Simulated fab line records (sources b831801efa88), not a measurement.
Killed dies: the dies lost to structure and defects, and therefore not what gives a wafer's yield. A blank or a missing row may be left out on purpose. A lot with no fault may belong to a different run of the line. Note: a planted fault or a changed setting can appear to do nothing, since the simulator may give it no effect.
A lot that was struck, set against a sound lot	flow sky130	15 steps out of a route of 708
Sound: these wafers, L690.1, L690.5, L690.6. Wafers L699.1, L699.3, L699.4 were the ones struck. At the end, the cause is stated.
Each step with rows lists, per side, the tool, then ch with its chambers, then its first start. Under that, the readings that differ: sound wafers	struck wafers	difference of the means	sigmas: that difference in standard deviations of wafers without a fault.
alike: words and numbers the same on both sides, and readings whose means are apart by under 2 such deviations; not compared: readings that were withheld, readings missing a value for some wafer, numbers with overlapping values and no deviation given by the record, and bounds like >300 which may hide the same value.
Wherever a step has rows on one side only, a row that says differs or no value, or a row with sigmas, the two part there. When numbers do not overlap yet have no deviation, they are printed without sigmas and do not part them. A reading missing from all wafers of one side parts the sides only when that side holds two or more wafers.

SKY_VT_ADJUST_LVTN_TW_MEAS_10:
  sound: filmMetro-03 at day 7 12:00; struck: filmMetro-02 at day 9 22:54
  alike: VT_ADJUST_LVTN_TW
then, 7 steps without rows for these wafers: SKY_VT_ADJUST_LVTN_DEHYDRATE_11 (time 60 s); SKY_VT_ADJUST_LVTN_HMDS_12 (prime time 60 s); SKY_VT_ADJUST_LVTN_COAT_13 (resist thk 1140 nm); SKY_VT_ADJUST_LVTN_SOFTBAKE_14 (time 60 s); SKY_VT_ADJUST_LVTN_EXPOSE_15 (exposes mask HVN STD DERIVED, target cd 600 nm); SKY_VT_ADJUST_LVTN_PEB_16; SKY_VT_ADJUST_LVTN_DEVELOP_17 (develop time 60 s).
SKY_VT_ADJUST_LVTN_OVL_MEAS_18:
  sound: overlay-02 at day 8 07:50; struck: overlay-01 at day 10 20:53
  alike: VT_ADJUST_LVTN_01_OVL
next, for these wafers, 1 step has no rows: SKY_VT_ADJUST_LVTN_IMPLANT_19.
SKY_VT_ADJUST_LVTN_STRIP_20: strips in O2/N2.
  sound on plasmaAsher-04 ch 0,1, day 8 08:01; struck on plasmaAsher-01 ch 0,1, day 10 21:04
  alike: drypumpMotorCurrentA, oesProductAu, stripTimeToEndpointS
  not compared: rfHoursCounterH
SKY_VT_ADJUST_LVTN_TW_MEAS_21:
  sound: filmMetro-01 at day 8 08:07; struck: filmMetro-01 at day 10 21:10
  alike: VT_ADJUST_LVTN_2_TW
SKY_VT_ADJUST_NCORE_DEHYDRATE_00: time 60 s.
  sound on lithoTrack-01 ch 0, day 8 17:37; struck on lithoTrack-01 ch 0, day 11 08:10
reading	sound	struck	difference	sigmas
heaterPowerTotalW (W)	160.39 160.43 160.17	164.59 164.25 164.59	+4.15	+35
runLengthS (s)	89.37 89.12 89.21	85.08 84.81 84.86	-4.32	-24
then, 1 step without rows for these wafers: SKY_VT_ADJUST_NCORE_HMDS_01 (prime time 60 s).
-- a jump in the record: the struck wafers' starts before and after are 37 days apart (it breaks off in module VT_ADJUST_NCORE and resumes in module PAD_OPEN, where the first step shown is number 708 of the route) --
SKY_PAD_OPEN_PROBE_99:
  sound: prober-01 at day 46 06:29; struck: prober-02 at day 48 13:53
  alike: killed_at_M0_to_M3, killed_at_M4_up, killedAtContacts, killedAtFrontEnd, killedAtOther, killedDies, killedOpen, killedShort

WHERE THEY PART
Within this record, at SKY_VT_ADJUST_NCORE_DEHYDRATE_00 only. Later steps at which nothing parts them and some readings are alike: SKY_PAD_OPEN_PROBE_99.

WHY: whatever the simulator had introduced
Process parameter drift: lithoTrack-01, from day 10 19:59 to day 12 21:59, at SKY_VT_ADJUST_NCORE_DEHYDRATE_00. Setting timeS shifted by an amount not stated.
